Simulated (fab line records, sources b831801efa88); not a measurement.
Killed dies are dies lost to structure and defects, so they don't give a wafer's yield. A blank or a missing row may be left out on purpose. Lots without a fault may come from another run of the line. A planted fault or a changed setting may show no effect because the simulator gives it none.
fab line records | flow sky130
record lots=12 wafers=36 last_day=51
route steps=708 shown NWELL@77 GATE_OXIDE@197 LDD_HVN@274
lots that met no fault: from a run of the same line without faults
start_h: hours from the record's first day to the start of the lot's first wafer shown | wait_h: hours since the lot's step before | " the same as in the row above | L1.1+2: a row that stands for several wafers | - no value, or no start given | * or withheld: withheld | < > ~ a bound
route shown NAME@n: a module of which the file shows steps, and the number in the route of the first | usual: mean/standard deviation of fault-free wafers | same: alike in all rows | chamber/n: place in a boat | sites: the reading at each site | _std_site: their standard deviation | _edge_site: outer sites' mean less inner sites' | radius_mm: how far each site lies from the wafer's centre | mask NAME#n: copy n | behind: the tool/chamber that last shaped the wafer | hold: why the lot was held/for how many hours/how that ended | device: the transistor (n, p or np) that didn't switch | end of line: the same wafers' tests at the end of the route | a step without rows: its recipe alone | killed: dies lost to structure and defects at the first sort, not the wafer's yield | map: a wafer's dies, x killed, . not, _ none there
set.NAME: the setting as run; set.NAME@STEP: as run at that earlier step | model.NAME: the simulator's own value behind a step, which no gauge read
steps of the route over a sample of lots; a table a step, a row a wafer
services: from which hour (start_h, from the record's first day; less than 0 if before it) a tool's chamber was out of use, for how many hours, and why
## steps
# step SKY_NWELL_IMPLANT_24
# recipe species=B energy_kev=140 dose_cm2=9.2e+12 tilt_deg=withheld
# usual beam_on_s=10.00/0.21 dose_ions_cm2=9.198e+12/1.2e+10 faraday_current_uA=51.9/1.1
# columns lot.wafer tool chamber start_h wait_h beam_on_s dose_ions_cm2 faraday_current_uA
L140.1 implanter-03 0 116.94 0.0 9.96 9.203e+12 52.2
L140.4 " 0 " " 9.96 9.205e+12 51.9
L140.5 " 0 " " 9.82 9.191e+12 52.5
L144.2 implanter-04 0 133.71 0.0 10.36 9.186e+12 50.0
L144.3 " 0 " " 9.55 9.17e+12 53.9
L144.6 " 0 " " 10.28 9.179e+12 50.4
L145.3 implanter-01 0 143.09 0.1 10.01 9.191e+12 51.9
L145.5 " 0 " " 10.08 9.202e+12 51.6
L145.6 " 0 " " 10.05 9.208e+12 51.8
L146.1 implanter-03 0 146.29 0.0 9.85 9.189e+12 52.6
L146.2 " 0 " " 9.89 9.19e+12 52.2
L146.5 " 0 " " 10.01 9.205e+12 51.7
L147.1 implanter-04 0 152.44 0.0 9.86 9.2e+12 52.6
L147.4 " 0 " " 10.00 9.201e+12 52.1
L147.5 " 0 " " 9.82 9.211e+12 52.7
L148.1 implanter-04 0 160.74 0.0 9.65 9.18e+12 53.7
L148.3 " 0 " " 10.28 9.19e+12 50.6
L148.6 " 0 " " 10.18 9.177e+12 51.1
L149.2 implanter-04 0 161.57 0.0 9.73 1.0419e+13 60.2
L149.4 " 0 " " 10.27 1.0412e+13 57.4
L149.6 " 0 " " 10.38 1.0404e+13 57.0
L151.4 implanter-04 0 172.89 0.1 9.86 1.0428e+13 59.7
L151.5 " 0 " " 10.49 1.0459e+13 56.2
L151.6 " 0 " " 9.89 1.0409e+13 59.4
L159.2 implanter-03 0 221.46 0.0 10.03 9.196e+12 51.7
L159.3 " 0 " " 9.90 9.221e+12 52.4
L159.5 " 0 " " 9.82 9.192e+12 52.6
L161.1 implanter-03 0 242.34 0.0 10.05 9.202e+12 51.5
L161.3 " 0 " " 10.26 9.175e+12 50.7
L161.6 " 0 " " 9.93 9.202e+12 52.4
L162.2 implanter-01 0 244.56 0.0 10.00 9.217e+12 52.0
L162.5 " 0 " " 10.13 9.207e+12 51.3
L162.6 " 0 " " 10.24 9.214e+12 50.5
L163.4 implanter-01 0 249.01 0.1 9.90 9.198e+12 52.5
L163.5 " 0 " " 10.05 9.198e+12 51.6
L163.6 " 0 " " 10.45 9.203e+12 49.8
# step SKY_NWELL_TW_MEAS_26
# usual NWELL_2_TW=499.6/2.8
# columns lot.wafer tool chamber start_h wait_h NWELL_2_TW
L140.1 film_metro-04 - 117.19 0.1 495.2
L140.4 " - " " 495.4
L140.5 " - " " 496.3
L144.2 film_metro-01 - 133.95 0.1 498.4
L144.3 " - " " 494.5
L144.6 " - " " 497.1
L145.3 film_metro-02 - 143.31 0.1 502.1
L145.5 " - " " 501.3
L145.6 " - " " 502.2
L146.1 film_metro-02 - 146.54 0.1 500.3
L146.2 " - " " 501.3
L146.5 " - " " 501.8
L147.1 film_metro-02 - 152.69 0.1 501.9
L147.4 " - " " 501.5
L147.5 " - " " 505.1
L148.1 film_metro-04 - 160.99 0.1 500.5
L148.3 " - " " 499.9
L148.6 " - " " 500.7
L149.2 film_metro-01 - 161.80 0.1 517.5
L149.4 " - " " 515.5
L149.6 " - " " 515.5
L151.4 film_metro-04 - 173.10 0.1 514.3
L151.5 " - " " 515.4
L151.6 " - " " 517.7
L159.2 film_metro-02 - 221.70 0.1 503.5
L159.3 " - " " 503.4
L159.5 " - " " 501.5
L161.1 film_metro-02 - 242.59 0.1 504.0
L161.3 " - " " 502.4
L161.6 " - " " 502.1
L162.2 film_metro-04 - 244.80 0.1 497.5
L162.5 " - " " 496.1
L162.6 " - " " 499.9
L163.4 film_metro-02 - 249.22 0.1 503.6
L163.5 " - " " 500.5
L163.6 " - " " 500.3
# step SKY_GATE_OXIDE_OVL_MEAS_10
# usual GATE_OXIDE_OVL=-0.4/1.6
# columns lot.wafer tool chamber start_h wait_h GATE_OXIDE_OVL[nm]
L140.1 overlay-02 - 333.15 0.1 -0.3
L140.4 " - " " -0.8
L140.5 " - " " 1.6
L144.2 overlay-01 - 355.95 0.1 -0.4
L144.3 " - " " -1.8
L144.6 " - " " 0.9
L145.3 overlay-02 - 365.56 0.1 -1.1
L145.5 " - " " -0.7
L145.6 " - " " -2.2
L146.1 overlay-01 - 372.40 0.1 -1.5
L146.2 " - " " -1.4
L146.5 " - " " -2.4
L147.1 overlay-01 - 383.05 0.1 -1.2
L147.4 " - " " -2.7
L147.5 " - " " -1.4
L148.1 overlay-02 - 387.60 0.1 -1.2
L148.3 " - " " -1.5
L148.6 " - " " -3.3
L149.2 overlay-02 - 391.96 0.1 1.0
L149.4 " - " " -1.3
L149.6 " - " " 0.4
L151.4 overlay-01 - 408.42 0.1 2.3
L151.5 " - " " 0.9
L151.6 " - " " 1.0
L159.2 overlay-01 - 478.90 0.1 0.5
L159.3 " - " " -0.3
L159.5 " - " " 0.5
L161.1 overlay-01 - 504.65 0.1 -2.4
L161.3 " - " " -0.9
L161.6 " - " " -0.5
L162.2 overlay-02 - 507.96 0.1 -4.8
L162.5 " - " " -3.8
L162.6 " - " " -4.1
L163.4 overlay-02 - 512.65 0.1 0.7
L163.5 " - " " 1.5
L163.6 " - " " 1.5
# step SKY_LDD_HVN_OVL_MEAS_07
# usual LDD_HVN_OVL=-1.1/1.3
# columns lot.wafer tool chamber start_h wait_h LDD_HVN_OVL[nm]
L140.1 overlay-01 - 493.70 0.1 0.2
L140.4 " - " " 0.0
L140.5 " - " " -1.4
L144.2 overlay-01 - 519.65 0.1 -2.0
L144.3 " - " " -0.6
L144.6 " - " " -2.8
L145.3 overlay-01 - 531.66 0.1 -2.2
L145.5 " - " " -1.4
L145.6 " - " " -2.6
L146.1 overlay-01 - 538.20 0.1 -2.0
L146.2 " - " " -1.6
L146.5 " - " " -1.0
L147.1 overlay-02 - 545.90 0.1 1.9
L147.4 " - " " 1.5
L147.5 " - " " 2.4
L148.1 overlay-02 - 550.95 0.1 0.0
L148.3 " - " " 0.2
L148.6 " - " " -1.1
L149.2 overlay-01 - 555.66 0.1 -0.8
L149.4 " - " " -0.2
L149.6 " - " " -0.8
L151.4 overlay-01 - 572.27 0.1 -0.1
L151.5 " - " " -0.4
L151.6 " - " " -0.4
L159.2 overlay-02 - 638.50 0.1 0.3
L159.3 " - " " 0.2
L159.5 " - " " -0.5
L161.1 overlay-01 - 664.30 0.1 -0.7
L161.3 " - " " -2.4
L161.6 " - " " -2.4
L162.2 overlay-01 - 665.91 0.1 -2.0
L162.5 " - " " -1.9
L162.6 " - " " -1.6
L163.4 overlay-01 - 670.11 0.1 -2.8
L163.5 " - " " -1.4
L163.6 " - " " -1.2
# step SKY_LDD_HVN_STRIP_09
# recipe chemistry=O2/N2 power_w=1400 pressure_mtorr=1500 platen_temp_c=withheld o2_flow_sccm=3000 n2_flow_sccm=300 overash_fraction=0.5
# usual drypump_motor_current_A=5.7/0.36 oes_product_au=0.408/0.0044 strip_time_to_endpoint_s=4.135/0.014
# columns lot.wafer tool chamber start_h wait_h drypump_motor_current_A oes_product_au rf_hours_counter_h strip_time_to_endpoint_s
L140.1 plasma_asher-02 1 493.88 0.1 6.3 0.415 32 4.114
L140.4 " 0 " " 5.7 0.400 - 4.131
L140.5 " 0 " " 5.7 0.406 - 4.120
L144.2 plasma_asher-03 0 519.83 0.1 5.7 0.405 70 4.142
L144.3 " 0 " " 5.7 0.403 - 4.124
L144.6 " 0 " " 5.7 0.398 - 4.145
L145.3 plasma_asher-01 0 531.87 0.1 5.0 0.409 - 4.103
L145.5 " 1 " " 5.7 0.402 - 4.102
L145.6 " 0 " " 5.0 0.407 - 4.135
L146.1 plasma_asher-02 1 538.39 0.1 6.3 0.403 37 4.111
L146.2 " 0 " " 5.7 0.408 37 4.137
L146.5 " 0 " " 5.7 0.406 - 4.125
L147.1 plasma_asher-03 1 546.08 0.1 5.6 0.410 73 4.100
L147.4 " 0 " " 5.7 0.411 - 4.134
L147.5 " 1 " " 5.6 0.408 - 4.145
L148.1 plasma_asher-02 0 551.13 0.1 5.7 0.410 38 4.156
L148.3 " 1 " " 6.3 0.412 - 4.141
L148.6 " 0 " " 5.7 0.411 - 4.145
L149.2 plasma_asher-03 1 555.84 0.1 5.6 0.405 74 4.115
L149.4 " 0 " " 5.7 0.400 - 4.128
L149.6 " 1 " " 5.6 0.401 - 4.120
L151.4 plasma_asher-03 0 572.47 0.1 5.7 0.406 - 4.146
L151.5 " 1 " " 5.6 0.406 - 4.153
L151.6 " 0 " " 5.7 0.411 - 4.137
L159.2 plasma_asher-03 1 638.68 0.1 5.6 0.404 83 4.154
L159.3 " 0 " " 5.7 0.415 - 4.140
L159.5 " 0 " " 5.7 0.408 - 4.164
L161.1 plasma_asher-01 1 664.48 0.1 5.7 0.410 98 4.145
L161.3 " 1 " " 5.7 0.409 - 4.129
L161.6 " 0 " " 5.0 0.408 - 4.125
L162.2 plasma_asher-03 0 666.09 0.1 5.7 0.405 85 4.127
L162.5 " 1 " " 5.6 0.404 - 4.123
L162.6 " 0 " " 5.7 0.410 - 4.117
L163.4 plasma_asher-03 1 670.32 0.1 5.6 0.413 - 4.130
L163.5 " 0 " " 5.7 0.407 - 4.133
L163.6 " 1 " " 5.6 0.404 - 4.114
## services
# columns tool chamber start_h hours kind
implanter-03 - 208.10 2.1 repair
implanter-04 - 211.98 3.3 repair
implanter-03 - 243.46 0.7 repair
plasma_asher-03 - 250.99 3.5 repair
implanter-03 - 255.02 3.5 repair
implanter-03 - 267.63 3.1 repair
implanter-04 - 306.52 3.2 repair
implanter-03 - 382.02 4.3 repair
implanter-03 - 386.29 3.3 pm
implanter-04 - 388.25 3.6 pm
implanter-03 - 399.62 3.4 repair
implanter-04 - 406.05 2.9 repair
implanter-03 - 435.14 2.1 repair
implanter-04 - 464.70 3.9 repair
implanter-03 - 466.76 1.3 repair
implanter-04 - 505.06 2.4 pm
implanter-04 - 514.87 1.8 repair
implanter-04 - 534.37 1.0 repair
implanter-04 - 536.84 2.6 repair
implanter-03 - 547.16 1.5 repair
implanter-04 - 568.70 2.8 repair
implanter-04 - 659.18 0.8 repair
plasma_asher-03 - 659.71 3.3 repair
implanter-04 - 666.02 1.6 repair
## key
first_sign step=SKY_NWELL_IMPLANT_24 reading=dose_ions_cm2 direction=up sigmas=99+ usual=* struck=*
effect step=SKY_NWELL_IMPLANT_24 reading=faraday_current_uA direction=up sigmas=6 usual=51.9 struck=58.3
effect step=SKY_NWELL_TW_MEAS_26 reading=NWELL_2_TW direction=up sigmas=5.8 usual=499.6 struck=516.0
met_at SKY_NWELL_IMPLANT_24
struck_lots L149,L151
tester_left_out L149,L151
not_acting_at SKY_GATE_OXIDE_OVL_MEAS_10,SKY_LDD_HVN_OVL_MEAS_07,SKY_LDD_HVN_STRIP_09
onset_between 160.74 161.57
fault kind=process_parameter_drift tool=implanter-04 chamber=- onset_h=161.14 steps=SKY_NWELL_IMPLANT_24 channel=dose_cm2 offset=* shape=step end_h=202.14 acts_in=* stated=*
# tester_left_out: of these lots the tester's yield and bins aren't shown, on N5 and GAA mostly nor the transistor test; their killed dies are dies lost to structure and defects alone, not to doping, threshold or leakage, so they don't give the yield
